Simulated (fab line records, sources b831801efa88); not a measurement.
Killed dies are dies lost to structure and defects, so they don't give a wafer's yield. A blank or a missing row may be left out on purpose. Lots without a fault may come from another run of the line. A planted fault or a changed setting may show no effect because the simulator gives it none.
fab line records | flow gf180mcu
record lots=12 wafers=36 last_day=34
route steps=602 shown HV_LDD@197 M1@318 V1@353
lots that met no fault: from a run of the same line without faults
start_h: hours from the record's first day to the start of the lot's first wafer shown | wait_h: hours since the lot's step before | " the same as in the row above | L1.1+2: a row that stands for several wafers | - no value, or no start given | * or withheld: withheld | < > ~ a bound
route shown NAME@n: a module of which the file shows steps, and the number in the route of the first | usual: mean/standard deviation of fault-free wafers | same: alike in all rows | chamber/n: place in a boat | sites: the reading at each site | _std_site: their standard deviation | _edge_site: outer sites' mean less inner sites' | radius_mm: how far each site lies from the wafer's centre | mask NAME#n: copy n | behind: the tool/chamber that last shaped the wafer | hold: why the lot was held/for how many hours/how that ended | device: the transistor (n, p or np) that didn't switch | end of line: the same wafers' tests at the end of the route | a step without rows: its recipe alone | killed: dies lost to structure and defects at the first sort, not the wafer's yield | map: a wafer's dies, x killed, . not, _ none there
set.NAME: the setting as run; set.NAME@STEP: as run at that earlier step | model.NAME: the simulator's own value behind a step, which no gauge read
steps of the route over a sample of lots; a table a step, a row a wafer
services: from which hour (start_h, from the record's first day; less than 0 if before it) a tool's chamber was out of use, for how many hours, and why
## steps
# step GF_HV_LDD_IMPLANT_21
# recipe species=BF2 energy_kev=25 dose_cm2=5e+13 tilt_deg=7
# usual dose_ions_cm2=5.001e+13/6.2e+10 faraday_current_uA=282/5.1
# columns lot.wafer tool chamber start_h wait_h dose_ions_cm2 faraday_current_uA
L956.1 implanter-02 0 233.46 0.0 5.001e+13 285
L956.2 " 0 " " 4.997e+13 286
L956.3 " 0 " " 4.997e+13 287
L957.2 implanter-04 0 237.39 0.0 4.996e+13 283
L957.3 " 0 " " 5.004e+13 288
L957.5 " 0 " " 4.997e+13 292
L958.1 implanter-02 0 244.11 0.0 4.995e+13 272
L958.2 " 0 " " 5.001e+13 286
L958.4 " 0 " " 5.006e+13 286
L962.4 implanter-04 0 277.68 0.1 8.956e+13 502
L962.5 " 0 " " 8.953e+13 504
L962.6 " 0 " " 8.942e+13 495
L963.2 implanter-04 0 284.64 0.0 8.934e+13 518
L963.3 " 0 " " 8.95e+13 502
L963.4 " 0 " " 8.934e+13 492
L970.2 implanter-02 0 341.44 0.0 5.01e+13 292
L970.4 " 0 " " 5.001e+13 286
L970.5 " 0 " " 5.007e+13 281
L971.1 implanter-04 0 345.55 0.0 4.982e+13 285
L971.3 " 0 " " 4.991e+13 283
L971.6 " 0 " " 4.987e+13 284
L973.1 implanter-04 0 362.96 0.0 5.006e+13 278
L973.4 " 0 " " 5.002e+13 279
L973.5 " 0 " " 4.993e+13 278
L974.1 implanter-04 0 370.41 0.0 5.006e+13 280
L974.2 " 0 " " 4.992e+13 282
L974.3 " 0 " " 4.997e+13 285
L976.2 implanter-04 0 390.63 0.0 5.006e+13 285
L976.3 " 0 " " 5.011e+13 290
L976.5 " 0 " " 5.002e+13 282
L978.1 implanter-04 0 400.10 0.0 5.001e+13 291
L978.4 " 0 " " 5.001e+13 278
L978.6 " 0 " " 5.003e+13 280
L979.4 implanter-02 0 408.18 0.1 5.002e+13 279
L979.5 " 0 " " 5.007e+13 276
L979.6 " 0 " " 5.007e+13 286
# step GF_HV_LDD_TW_MEAS_23
# usual HV_LDD_2_TW=1063/6.5
# columns lot.wafer tool chamber start_h wait_h HV_LDD_2_TW
L956.1 film_metro-02 - 233.71 0.1 1066
L956.2 " - " " 1066
L956.3 " - " " 1067
L957.2 film_metro-04 - 237.62 0.1 1062
L957.3 " - " " 1061
L957.5 " - " " 1060
L958.1 film_metro-02 - 244.36 0.1 1061
L958.2 " - " " 1069
L958.4 " - " " 1067
L962.4 film_metro-02 - 277.89 0.1 1277
L962.5 " - " " 1272
L962.6 " - " " 1277
L963.2 film_metro-03 - 284.87 0.1 1263
L963.3 " - " " 1271
L963.4 " - " " 1268
L970.2 film_metro-02 - 341.67 0.1 1067
L970.4 " - " " 1068
L970.5 " - " " 1066
L971.1 film_metro-04 - 345.80 0.1 1075
L971.3 " - " " 1075
L971.6 " - " " 1066
L973.1 film_metro-02 - 363.21 0.1 1069
L973.4 " - " " 1070
L973.5 " - " " 1067
L974.1 film_metro-02 - 370.66 0.1 1068
L974.2 " - " " 1071
L974.3 " - " " 1068
L976.2 film_metro-02 - 390.87 0.1 1057
L976.3 " - " " 1060
L976.5 " - " " 1062
L978.1 film_metro-04 - 400.35 0.1 1068
L978.4 " - " " 1070
L978.6 " - " " 1074
L979.4 film_metro-04 - 408.39 0.1 1067
L979.5 " - " " 1069
L979.6 " - " " 1065
# step GF_M1_SPUTTER_03
# recipe material=Ti target_thk_nm=10 substrate_temp_c=300 chamber_pressure_pa=0.3 power_w=3000 time_s=6.7
# usual cathode_dc_power_W=3000.0/0.59 throttle_valve_pct=30.1/1.1
# columns lot.wafer tool chamber start_h wait_h cathode_dc_power_W throttle_valve_pct
L956.1 pvd_sputter-03 - 361.71 0.0 2999.1 29.1
L956.2 " - " " 3000.2 32.3
L956.3 " - " " 3000.1 30.7
L957.2 pvd_sputter-01 - 367.86 0.0 2999.6 31.1
L957.3 " - " " 3000.6 29.4
L957.5 " - " " 3000.5 29.1
L958.1 pvd_sputter-02 - 375.01 0.0 3000.6 29.9
L958.2 " - " " 3000.9 30.2
L958.4 " - " " 3000.6 29.5
L962.4 pvd_sputter-01 - 415.61 0.0 2999.7 31.3
L962.5 " - " " 3000.5 29.2
L962.6 " - " " 3001.0 31.4
L963.2 pvd_sputter-03 - 423.86 0.0 3000.5 29.1
L963.3 " - " " 3001.0 32.5
L963.4 " - " " 3000.9 30.6
L970.2 pvd_sputter-03 - 487.71 0.0 2998.7 32.1
L970.4 " - " " 3000.1 29.2
L970.5 " - " " 2999.4 29.6
L971.1 pvd_sputter-02 - 494.28 0.0 2999.2 29.7
L971.3 " - " " 2999.7 29.5
L971.6 " - " " 3000.1 29.7
L973.1 pvd_sputter-01 - 511.71 0.0 2999.9 29.5
L973.4 " - " " 3000.0 31.1
L973.5 " - " " 2999.7 31.4
L974.1 pvd_sputter-01 - 519.76 0.0 2999.9 31.6
L974.2 " - " " 2998.8 31.1
L974.3 " - " " 2998.5 29.1
L976.2 pvd_sputter-01 - 540.61 0.0 2999.7 29.6
L976.3 " - " " 2999.3 31.5
L976.5 " - " " 2999.4 29.4
L978.1 pvd_sputter-01 - 549.96 0.0 3000.0 31.0
L978.4 " - " " 3000.2 29.2
L978.6 " - " " 2999.4 31.2
L979.4 pvd_sputter-01 - 555.97 0.0 2999.8 29.4
L979.5 " - " " 2999.1 31.0
L979.6 " - " " 2999.2 29.1
# step GF_V1_STRIP_18
# recipe chemistry=O2/N2 power_w=1400 pressure_mtorr=1500 platen_temp_c=250 o2_flow_sccm=3000 n2_flow_sccm=300 overash_fraction=0.5
# usual drypump_motor_current_A=5.9/0.42 heater_power_w=331/30 oes_product_au=0.593/0.0044 platen_temp_c=249.99/0.19
# columns lot.wafer tool chamber start_h wait_h drypump_motor_current_A heater_power_w oes_product_au platen_temp_c rf_hours_counter_h
L956.1 plasma_asher-01 1 408.59 - 5.5 317 0.597 250.16 79
L956.2 " 0 " " 6.3 369 0.590 250.05 79
L956.3 " 1 " " 5.4 307 0.587 249.93 -
L957.2 plasma_asher-01 0 416.19 - 6.3 365 0.599 250.00 80
L957.3 " 1 " " 5.5 308 0.594 249.94 -
L957.5 " 1 " " 5.5 318 0.594 250.13 -
L958.1 plasma_asher-04 0 423.24 - 5.6 364 0.588 250.14 61
L958.2 " 1 " " 5.5 287 0.596 250.11 61
L958.4 " 1 " " 5.5 280 0.591 250.04 -
L962.4 plasma_asher-01 0 465.62 - 6.3 366 0.600 250.09 -
L962.5 " 0 " " 6.3 364 0.601 250.20 -
L962.6 " 1 " " 5.5 310 0.590 249.73 -
L963.2 plasma_asher-04 0 474.18 - 5.5 370 0.594 249.73 68
L963.3 " 0 " " 5.6 367 0.596 249.94 -
L963.4 " 1 " " 5.4 288 0.585 249.99 -
L970.2 plasma_asher-03 0 535.88 - 6.5 315 0.595 249.94 10
L970.4 " 0 " " 6.5 319 0.598 249.93 -
L970.5 " 0 " " 6.5 320 0.595 249.89 -
L971.1 plasma_asher-03 0 542.83 - 6.5 317 0.603 249.79 11
L971.3 " 1 " " 5.9 347 0.590 249.75 -
L971.6 " 1 " " 5.9 346 0.595 249.80 -
L973.1 plasma_asher-03 0 559.14 - 6.5 315 0.594 250.04 13
L973.4 " 1 " " 5.9 334 0.593 249.81 -
L973.5 " 0 " " 6.5 318 0.588 249.95 -
L974.1 plasma_asher-03 1 567.43 - 5.9 336 0.596 250.08 13
L974.2 " 0 " " 6.5 309 0.604 249.92 13
L974.3 " 0 " " 6.5 315 0.590 249.79 -
L976.2 plasma_asher-04 1 587.44 - 5.4 286 0.586 250.14 80
L976.3 " 0 " " 5.5 356 0.584 249.87 -
L976.5 " 0 " " 5.5 353 0.592 250.45 -
L978.1 plasma_asher-03 0 597.03 - 6.5 323 0.601 250.08 16
L978.4 " 1 " " 5.9 345 0.598 250.08 -
L978.6 " 0 " " 6.5 311 0.593 250.05 -
L979.4 plasma_asher-04 1 601.21 - 5.4 286 0.590 250.31 -
L979.5 " 0 " " 5.6 369 0.586 249.97 -
L979.6 " 1 " " 5.5 282 0.585 249.71 -
# step GF_V1_SPUTTER_21
# recipe material=Ti target_thk_nm=15 chamber_pressure_pa=5 power_w=2500 substrate_temp_c=200 time_s=80.02
# usual cathode_dc_power_W=2500.0/0.43 throttle_valve_pct=29.3/0.99
# columns lot.wafer tool chamber start_h wait_h cathode_dc_power_W throttle_valve_pct
L956.1 pvd_sputter-02 - 409.13 0.0 2499.6 28.7
L956.2 " - " " 2499.8 29.1
L956.3 " - " " 2499.9 29.9
L957.2 pvd_sputter-02 - 416.72 0.0 2499.4 29.3
L957.3 " - " " 2499.4 28.9
L957.5 " - " " 2499.5 28.9
L958.1 pvd_sputter-04 - 423.77 0.0 2499.3 29.5
L958.2 " - " " 2500.3 29.5
L958.4 " - " " 2500.2 29.8
L962.4 pvd_sputter-04 - 466.15 0.0 2500.5 27.2
L962.5 " - " " 2500.3 29.3
L962.6 " - " " 2499.8 29.7
L963.2 pvd_sputter-04 - 474.72 0.0 2500.3 29.5
L963.3 " - " " 2500.2 29.9
L963.4 " - " " 2499.3 29.8
L970.2 pvd_sputter-04 - 536.41 0.0 2499.8 26.9
L970.4 " - " " 2500.1 29.7
L970.5 " - " " 2499.4 27.1
L971.1 pvd_sputter-02 - 543.36 0.0 2500.0 28.7
L971.3 " - " " 2499.6 29.2
L971.6 " - " " 2499.4 29.7
L973.1 pvd_sputter-03 - 559.70 0.0 2499.2 30.4
L973.4 " - " " 2500.4 32.3
L973.5 " - " " 2499.3 30.5
L974.1 pvd_sputter-04 - 568.03 0.0 2499.8 29.7
L974.2 " - " " 2500.2 29.6
L974.3 " - " " 2500.5 29.7
L976.2 pvd_sputter-02 - 587.98 0.0 2499.8 29.9
L976.3 " - " " 2499.8 30.1
L976.5 " - " " 2500.1 28.6
L978.1 pvd_sputter-02 - 597.60 0.0 2500.1 29.9
L978.4 " - " " 2500.3 30.1
L978.6 " - " " 2500.1 29.8
L979.4 pvd_sputter-04 - 601.76 0.0 2499.5 29.6
L979.5 " - " " 2500.1 29.7
L979.6 " - " " 2499.4 29.8
## services
# columns tool chamber start_h hours kind
implanter-04 - 217.10 4.3 repair
plasma_asher-04 - 234.67 5.8 pm
implanter-02 - 246.29 2.4 repair
implanter-02 - 250.39 2.6 pm
pvd_sputter-02 - 253.49 0.6 repair
pvd_sputter-04 - 277.36 21.4 repair
pvd_sputter-02 - 331.38 26.3 repair
implanter-04 - 334.74 5.2 repair
plasma_asher-03 - 343.78 6.3 repair
implanter-04 - 354.91 2.0 repair
pvd_sputter-02 - 382.49 5.9 repair
pvd_sputter-02 - 383.18 3.0 repair
plasma_asher-03 - 421.25 9.0 pm
pvd_sputter-04 - 425.33 1.9 repair
pvd_sputter-04 - 430.71 8.8 repair
pvd_sputter-01 - 445.57 2.4 repair
plasma_asher-03 - 461.10 14.6 pm
pvd_sputter-02 - 467.18 2.4 repair
pvd_sputter-02 - 478.89 2.5 repair
pvd_sputter-02 - 497.58 1.7 repair
pvd_sputter-02 - 507.31 0.8 repair
implanter-04 - 567.29 8.6 pm
pvd_sputter-02 - 575.43 9.0 repair
implanter-04 - 582.99 2.3 repair
## key
first_sign step=GF_HV_LDD_IMPLANT_21 reading=dose_ions_cm2 direction=up sigmas=99+ usual=5.001e+13 struck=8.945e+13
effect step=GF_HV_LDD_IMPLANT_21 reading=faraday_current_uA direction=up sigmas=43 usual=282 struck=502
effect step=GF_HV_LDD_TW_MEAS_23 reading=HV_LDD_2_TW direction=up sigmas=32 usual=1063 struck=1271
met_at GF_HV_LDD_IMPLANT_21
struck_lots L962,L963
tester_left_out L962,L963
not_acting_at GF_M1_SPUTTER_03,GF_V1_STRIP_18,GF_V1_SPUTTER_21
onset_between 237.39 277.68
fault kind=process_parameter_drift tool=implanter-04 chamber=- onset_h=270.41 steps=GF_HV_LDD_IMPLANT_21 channel=dose_cm2 offset=3.9375e+13 shape=step end_h=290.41 acts_in=these_recipes_only stated=5e+13
# tester_left_out: of these lots the tester's yield and bins aren't shown, on N5 and GAA mostly nor the transistor test; their killed dies are dies lost to structure and defects alone, not to doping, threshold or leakage, so they don't give the yield
